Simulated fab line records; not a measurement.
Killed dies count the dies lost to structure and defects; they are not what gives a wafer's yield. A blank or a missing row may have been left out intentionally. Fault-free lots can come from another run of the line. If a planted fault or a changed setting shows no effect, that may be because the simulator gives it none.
One fault through the eyes of 2 desks ; flow gf180mcu ; each desk holds nothing but its own numbers, with what lay behind them at the end

TOOL OWNER'S DESK, wetBench-03
The tool's own readings at GF_STI_WET_ETCH_17 (etches Si3N4 in H3PO4, target depth 45 nm, time 514 s): means of the sampled wafers that have a number, for each lot that ran on this tool. Any lot whose mean is over 4 standard deviations away from the usual mean is out of limits and marked OUT; that distance is given in the brackets.
Columns: A = bathGuardTempC at GF_STI_WET_ETCH_17, usual 159.9 C; B = tempC at GF_STI_WET_ETCH_17, usual 160.02 C
lot;first seen here;A;B
L329;day 4 09:52;159.5;160.08
L338;day 6 09:31;156.3 (-6.5) OUT;156.29 (-23) OUT
L340;day 6 21:58;155.4 (-8.2) OUT;156.36 (-23) OUT
This desk's verdict: out of limits on L338, L340, starting with L338 at day 6 09:31 (bathGuardTempC at GF_STI_WET_ETCH_17). L329: within limits.

AT THE METROLOGY DESK
What the gauges read, lot by lot, whatever tool the lot ran on: means of the sampled wafers that have a number. Any lot whose mean is over 4 standard deviations away from the usual mean is out of limits and marked OUT; that distance is given in the brackets.
Columns: A = cdNm at GF_STI_CD_MEAS_12, usual 220.5 nm; B = STI_OXIDATION_01_THK at GF_STI_THK_MEAS_22, usual 15.01 nm; C = STI_CVD_23_THK at GF_STI_THK_MEAS_24, usual 647 nm
lot;first seen here;A;B;C
L320;day 2 12:14;221.5;15.28;648
L321;day 2 17:41;221.4;15.01;643
L329;day 4 09:28;221.5;15.44;643
L338;day 6 09:08;217.6;15.07;647
L340;day 6 21:35;220.1;15.12;647
L341;day 7 00:36;221.3;14.95;645
This desk's verdict: no lot among the 6 shows anything out of limits.

PUT TOGETHER
The tool owner's desk could have raised an alarm at day 6 09:31, on L338, L340.
Nothing out of limits was seen by the metrology desk.
The metrology desk holds a record of L338, L340, inside its limits.
On wetBench-03, each named lot ran GF_STI_WET_ETCH_17.

WHAT THE SIMULATOR HAD INSERTED
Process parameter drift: wetBench-03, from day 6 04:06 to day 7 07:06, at GF_STI_WET_ETCH_17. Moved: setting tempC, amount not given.
Shown lots that were struck: L338, L340.
Each desk's first reading out of limits, in hours after the fault started: the tool owner's desk, 5.
